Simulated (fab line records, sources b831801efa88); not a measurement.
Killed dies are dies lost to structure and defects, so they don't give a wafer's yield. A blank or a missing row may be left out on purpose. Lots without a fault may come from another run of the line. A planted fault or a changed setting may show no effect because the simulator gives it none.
One fault seen from 2 desks | flow sky130 | each desk has only its own numbers; what lay behind them comes last

THE TOOL OWNER'S DESK: pvd_sputter-01
The tool's own readings at SKY_METAL3_SPUTTER_02 (material AlCu, target thk 735 nm, time 39.1 s): means of the sampled wafers that have a number, for each lot that ran on this tool. A lot is out of limits, marked OUT, if its mean lies more than 4 standard deviations from the usual mean; the brackets give that distance.
Columns: A = cathode_dc_power_W at SKY_METAL3_SPUTTER_02, usual 10600 W; B = throttle_valve_pct at SKY_METAL3_SPUTTER_02, usual 30.0 %
lot  | first seen here | A                       | B
L282 | day 38 14:43    | 10599                   | 30.0
L283 | day 39 20:25    | 10600                   | 30.1
L284 | day 39 21:35    | 10601                   | 30.0
L286 | day 40 04:22    | 10598                   | 29.7
L287 | day 40 10:36    | 11410 (+99 or more) OUT | 30.1
L288 | day 41 04:36    | 11411 (+99 or more) OUT | 29.5
This desk's finding: out of limits on L287, L288; first on L287, day 40 10:36 (cathode_dc_power_W at SKY_METAL3_SPUTTER_02). In limits: L282, L283, L284, L286.

THE METROLOGY DESK
What the gauges read, lot by lot, whatever tool the lot ran on: means of the sampled wafers that have a number. A lot is out of limits, marked OUT, if its mean lies more than 4 standard deviations from the usual mean; the brackets give that distance.
Columns: A = METAL2_ALCU_RS at SKY_METAL2_RS_MEAS_05, usual 0.1268 ohm/sq; B = VIA2_BOW at SKY_VIA2_BOW_MEAS_03, usual 85 um; C = CAPM_OVL at SKY_CAPM_OVL_MEAS_12, usual 0.3 nm
lot  | first seen here | A      | B  | C
L276 | day 34 12:22    | 0.1292 | 88 | -1.5
L277 | day 34 21:23    | 0.1264 | 90 | -0.6
L280 | day 36 04:46    | 0.1259 | 92 | 4.5
L281 | day 36 05:40    | 0.1262 | 88 | 0.6
L282 | day 36 07:31    | 0.1267 | 76 | -0.6
L283 | day 37 14:36    | 0.1284 | 88 | 1.4
L284 | day 37 16:43    | 0.1274 | 97 | -1.6
L286 | day 37 21:53    | 0.1268 | 95 | -0.3
L287 | day 38 05:09    | 0.1258 | 84 | 0.5
L288 | day 38 23:17    | 0.1275 | 82 | -3.3
L297 | day 41 03:00    | 0.1274 | 83 | 2.6
This desk's finding: nothing out of limits on any of the 11 lots.

PUT TOGETHER
The tool owner's desk could have raised an alarm at day 40 10:36, on L287, L288.
The metrology desk saw nothing out of limits.
The metrology desk has L287, L288 on record, within its limits.
Of the lots named, all ran SKY_METAL3_SPUTTER_02 on pvd_sputter-01.

WHAT THE SIMULATOR HAD PUT IN
Process parameter drift: pvd_sputter-01, from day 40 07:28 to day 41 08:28, at SKY_METAL3_SPUTTER_02. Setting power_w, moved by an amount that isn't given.
Lots struck among those shown: L287, L288.
Hours from the fault's start to each desk's first reading out of limits: the tool owner's desk, 3.
